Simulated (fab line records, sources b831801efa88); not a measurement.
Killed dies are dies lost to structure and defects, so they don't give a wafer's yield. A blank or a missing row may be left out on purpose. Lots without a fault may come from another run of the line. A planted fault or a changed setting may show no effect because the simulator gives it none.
One fault seen from 2 desks | flow gf180mcu | each desk has only its own numbers; what lay behind them comes last

THE TOOL OWNER'S DESK: cvd_w-02
The tool's own readings at GF_V2_CVD_23 (deposits W, target thk 350 nm, time 104.94 s): means of the sampled wafers that have a number, for each lot that ran on this tool. A lot is out of limits, marked OUT, if its mean lies more than 4 standard deviations from the usual mean; the brackets give that distance.
Columns: A = heater_power_w at GF_V2_CVD_23, usual 786 W
lot  | first seen here | A
L219 | day 20 08:56    | 716
L226 | day 22 20:10    | 753
L227 | day 23 11:27    | 748
L240 | day 27 10:27    | 709
This desk's finding: nothing out of limits on any of the 4 lots.

THE METROLOGY DESK
What the gauges read, lot by lot, whatever tool the lot ran on: means of the sampled wafers that have a number. A lot is out of limits, marked OUT, if its mean lies more than 4 standard deviations from the usual mean; the brackets give that distance.
Columns: A = V2_W_RS at GF_V2_RS_MEAS_24, usual 0.327 ohm/sq; B = V2_W_THK at GF_V2_THK_MEAS_25, usual 356 nm
lot  | first seen here | A                | B
L219 | day 20 09:03    | 0.332            | 347
L221 | day 20 22:50    | 0.331            | 351
L222 | day 21 18:03    | 0.323            | 364
L226 | day 22 20:19    | 0.402 (+17) OUT  | 292 (-10) OUT
L227 | day 23 11:34    | 0.360 (+7.5) OUT | 332
L236 | day 26 04:55    | 0.326            | 358
L237 | day 26 12:14    | 0.331            | 350
L238 | day 26 19:50    | 0.325            | 357
L240 | day 27 10:34    | 0.331            | 349
L241 | day 27 12:50    | 0.324            | 363
L242 | day 28 00:08    | 0.326            | 354
This desk's finding: out of limits on L226, L227; first on L226, day 22 20:19 (V2_W_RS at GF_V2_RS_MEAS_24). In limits: L219, L221, L222, L236, L237, L238, L240, L241, L242.

PUT TOGETHER
The metrology desk could have raised an alarm at day 22 20:19, on L226, L227.
The tool owner's desk saw nothing out of limits.
The tool owner's desk has L226, L227 on record, within its limits.
Of the lots named, all ran GF_V2_CVD_23 on cvd_w-02.

WHAT THE SIMULATOR HAD PUT IN
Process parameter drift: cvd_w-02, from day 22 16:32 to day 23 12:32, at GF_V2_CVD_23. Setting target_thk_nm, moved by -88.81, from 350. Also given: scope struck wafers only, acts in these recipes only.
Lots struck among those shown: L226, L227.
Hours from the fault's start to each desk's first reading out of limits: the metrology desk, 4.
